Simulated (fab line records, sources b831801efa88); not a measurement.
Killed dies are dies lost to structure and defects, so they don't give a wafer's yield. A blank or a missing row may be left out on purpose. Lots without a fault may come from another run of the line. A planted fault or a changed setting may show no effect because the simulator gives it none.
Chamber matching | flow gf180mcu | GF_SAB_CVD_00 on pecvd-02: 3 sister chambers
The step deposits SiO2 from TEOS, target thk 50 nm, time 4.9302 s. 6 wafers are shown with their chamber, then 7 later ones without.

WAFERS WITH THEIR CHAMBER
wafer  | chamber | heater_power_outer_w (W) | heater_power_w (W)
L537.5 | 0       | 319                      | 615
L539.5 | 0       | 383                      | 666
L545.1 | 2       | 394                      | 634
L545.4 | 1       | 436                      | 713
L546.2 | 2       | 386                      | 626
L546.3 | 1       | 456                      | 730

WAFERS WITHOUT THEIR CHAMBER
wafer  | heater_power_outer_w (W) | heater_power_w (W)
L546.6 | 296                      | 492
L555.3 | 383                      | 676
L555.4 | 323                      | 533
L555.6 | 383                      | 684
L558.3 | 370                      | 672
L558.5 | 294                      | 498
L558.6 | 372                      | 674

WHICH CHAMBER EACH WENT THROUGH
wafer  | from the rows above          | in truth
L546.6 | can't be placed: 0 or 2      | 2
L555.3 | can't be placed: 0 or 2 or 1 | 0
L555.4 | can't be placed: 0 or 2      | 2
L555.6 | can't be placed: 0 or 2 or 1 | 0
L558.3 | can't be placed: 0 or 2 or 1 | 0
L558.5 | can't be placed: 0 or 2      | 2
L558.6 | can't be placed: 0 or 2 or 1 | 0
Placed correctly: 0 of 7. Can't be placed from these rows: 7 (the true chamber is among the candidates in 7). Placed wrongly: 0.
How it was worked out, from the rows above alone: a wafer's distance from a chamber is the root of the sum, over the readings, of the square of ((its reading less the chamber's mean) divided by the reading's scatter). The wafer belongs to the nearest chamber; if the next one is less than 2 further off, it can't be placed. A chamber's mean is the mean of its shown wafers. The scatter: the root of (the sum of the squares of (reading less its chamber's mean) over the shown wafers, divided by (wafers less chambers)).
